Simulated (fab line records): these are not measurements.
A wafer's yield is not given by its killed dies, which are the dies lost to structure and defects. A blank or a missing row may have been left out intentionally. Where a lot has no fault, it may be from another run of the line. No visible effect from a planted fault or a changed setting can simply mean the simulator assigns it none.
2 desks looking at one fault | flow sky130 | each desk holds nothing but its own numbers, with what lay behind them at the end

AT THE TOOL OWNER'S DESK: pvd sputter-04
The tool's own readings at SKY_METAL1_SPUTTER_03 (material Ti, target thk 5 nm, time 3.3 s): means of the sampled wafers that have a number, for each lot that ran on this tool. Marked OUT: a lot whose mean sits more than 4 standard deviations from the usual mean, which makes it out of limits; the brackets give that distance.
Columns: A = chamber pressure pa at SKY_METAL1_SPUTTER_03, usual 0.3999 Pa; B = throttle valve pct at SKY_METAL1_SPUTTER_03, usual 30.1 %
lot  | first seen here | A      | B
L226 | day 35 04:01    | 0.3994 | 30.1
L233 | day 37 10:59    | 0.4006 | 30.2
L235 | day 38 05:13    | 0.3998 | 29.8
This desk's finding: nothing out of limits on any of the 3 lots.

METROLOGY DESK
What the gauges read for every lot (on any tool): the sampled wafers with a number, averaged. Marked OUT: a lot whose mean sits more than 4 standard deviations from the usual mean, which makes it out of limits; the brackets give that distance.
Columns: A = CONTACT_W_RS at SKY_CONTACT_RS_MEAS_25, usual 0.341 ohm/sq; B = CONTACT_W_THK at SKY_CONTACT_THK_MEAS_26, usual 346 nm
lot  | first seen here | A     | B
L216 | day 32 00:43    | 0.337 | 349
L219 | day 33 01:11    | 0.338 | 348
L226 | day 35 03:20    | 0.344 | 340
L227 | day 35 07:37    | 0.342 | 344
L233 | day 37 10:27    | 0.338 | 347
L235 | day 38 04:40    | 0.342 | 350
This desk's finding: nothing out of limits on any of the 6 lots.

BROUGHT TOGETHER
Nothing out of limits was seen by the tool owner's desk.
Nothing out of limits was seen by the metrology desk.

WHAT WAS PUT IN BY THE SIMULATOR
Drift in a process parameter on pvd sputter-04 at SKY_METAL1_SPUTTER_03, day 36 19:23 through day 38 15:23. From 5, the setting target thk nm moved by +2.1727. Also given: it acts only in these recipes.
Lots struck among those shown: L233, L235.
